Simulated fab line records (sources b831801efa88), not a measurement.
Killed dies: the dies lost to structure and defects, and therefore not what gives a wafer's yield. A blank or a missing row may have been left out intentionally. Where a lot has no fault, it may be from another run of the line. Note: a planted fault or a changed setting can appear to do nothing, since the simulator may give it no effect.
Commonality check across tools | flow sky130 | 36 wafers sampled across 12 lots

## REASON IT WAS OPENED
At SKY_SONOS_ONO_THK_MEAS_05 the reading SONOS_ONO_CVD_04_THK is flagged on 2 of 12 lots. No-fault wafers: 5.76 nm, standard deviation 0.1.
Rule: flag the lot when none of its wafers has a number, or when each of its wafers that has one lies beyond 4 standard deviations from that mean. As for the other lots, they are considered sound.

lot  | measured     | on            | SONOS_ONO_CVD_04_THK (nm), wafer by wafer | flag
L201 | day 11 22:04 | film_metro-04 | 5.72 5.71 5.71                            |
L202 | day 12 00:28 | film_metro-01 | 5.76 5.74 5.77                            |
L203 | day 12 07:10 | film_metro-01 | 5.66 5.69 5.60                            |
L206 | day 13 02:31 | film_metro-04 | 5.57 5.72 5.74                            |
L208 | day 14 01:17 | film_metro-04 | 5.71 5.75 5.78                            |
L210 | day 15 02:19 | film_metro-02 | 5.90 5.81 5.83                            |
L214 | day 16 00:50 | film_metro-02 | 6.48 6.32 6.41                            | FLAGGED
L215 | day 16 18:13 | film_metro-02 | 6.40 6.42 6.42                            | FLAGGED
L221 | day 18 21:34 | film_metro-01 | 6.00 5.88 5.81                            |
L222 | day 18 23:02 | film_metro-02 | 5.63 5.72 5.67                            |
L223 | day 19 02:26 | film_metro-01 | 5.79 5.82 5.78                            |
L224 | day 19 07:59 | film_metro-01 | 5.60 5.63 5.47                            |
The mean of the flagged lots' numbers is 6.41 nm, +0.65 nm from the usual (+6 standard deviations).

## WHICH TOOL EACH LOT WENT THROUGH
2 process steps preceding the reading are held in the record, out of 708 steps in the route. Every cell lists first the tool, next ch and the chambers used by the sampled wafers, and last the start.
lot  | flag    | SKY_VT_ADJUST_PCH_STRIP_09           | SKY_SONOS_ONO_CVD_04
L201 |         | plasma_asher-01 ch 0, day 10 17:49   | lpcvd-03 ch 1, day 11 20:49
L202 |         | plasma_asher-02 ch 0,1, day 10 19:05 | lpcvd-03 ch 0, day 11 23:11
L203 |         | plasma_asher-03 ch 0,1, day 11 02:23 | lpcvd-03 ch 0, day 12 05:53
L206 |         | plasma_asher-01 ch 0,1, day 11 21:39 | lpcvd-03 ch 0, day 13 01:15
L208 |         | plasma_asher-01 ch 0,1, day 12 19:46 | lpcvd-03 ch 0, day 14 00:02
L210 |         | plasma_asher-02 ch 0,1, day 13 16:14 | lpcvd-03 ch 0, day 15 00:26
L214 | FLAGGED | plasma_asher-03 ch 0,1, day 14 15:54 | lpcvd-03 ch 0, day 15 23:35
L215 | FLAGGED | plasma_asher-02 ch 0,1, day 15 05:31 | lpcvd-03 ch 0, day 16 16:58
L221 |         | plasma_asher-01 ch 0, day 17 04:37   | lpcvd-03 ch 0, day 18 20:19
L222 |         | plasma_asher-01 ch 0,1, day 17 11:52 | lpcvd-03 ch 0, day 18 21:47
L223 |         | plasma_asher-02 ch 0,1, day 17 15:30 | lpcvd-03 ch 1, day 19 01:10
L224 |         | plasma_asher-01 ch 0,1, day 17 18:40 | lpcvd-03 ch 1, day 19 06:44
What the steps here do:
- SKY_VT_ADJUST_PCH_STRIP_09: strips in O2/N2.
- SKY_SONOS_ONO_CVD_04: deposits SiO2 from SiH4/N2O, target thk 5.7199 nm.
- SKY_SONOS_ONO_THK_MEAS_05

## FLAGGED OVER TOTAL, TOOL BY TOOL (the gauges that took the reading come last)
step                       | tool            | lots run | flagged | share of the flagged lots | sound lots run after its first flagged lot
SKY_VT_ADJUST_PCH_STRIP_09 | plasma_asher-01 | 6        | 0       | none                      | -
SKY_VT_ADJUST_PCH_STRIP_09 | plasma_asher-02 | 4        | 1       | some                      | 1 (L223)
SKY_VT_ADJUST_PCH_STRIP_09 | plasma_asher-03 | 2        | 1       | some                      | 0
SKY_SONOS_ONO_CVD_04       | lpcvd-03        | 12       | 2       | all                       | 4 (L221,L222,L223,L224)
SKY_SONOS_ONO_THK_MEAS_05  | film_metro-01   | 5        | 0       | none                      | -
SKY_SONOS_ONO_THK_MEAS_05  | film_metro-02   | 4        | 2       | all                       | 1 (L222)
SKY_SONOS_ONO_THK_MEAS_05  | film_metro-04   | 3        | 0       | none                      | -

## WHAT THE TABLE PERMITS
Table rows that saw every flagged lot: 2, namely lpcvd-03 at SKY_SONOS_ONO_CVD_04 and film_metro-02 at SKY_SONOS_ONO_THK_MEAS_05.
- lpcvd-03 at SKY_SONOS_ONO_CVD_04: 2 of its 12 lots flagged. Sound lots followed the first flagged one (L221, L222, L223, L224) on it, something a lasting fault affecting the whole tool could not allow. Its own readings (pressure_mtorr) fall more than 4 standard deviations out on all wafers of the flagged lots.
- film_metro-02 at SKY_SONOS_ONO_THK_MEAS_05: 2 of its 4 lots flagged. Sound lots followed the first flagged one (L222) on it, something a lasting fault affecting the whole tool could not allow.
There is no row in the table that ran each flagged lot and no sound lot after the first.

## WHAT WAS PUT IN BY THE SIMULATOR
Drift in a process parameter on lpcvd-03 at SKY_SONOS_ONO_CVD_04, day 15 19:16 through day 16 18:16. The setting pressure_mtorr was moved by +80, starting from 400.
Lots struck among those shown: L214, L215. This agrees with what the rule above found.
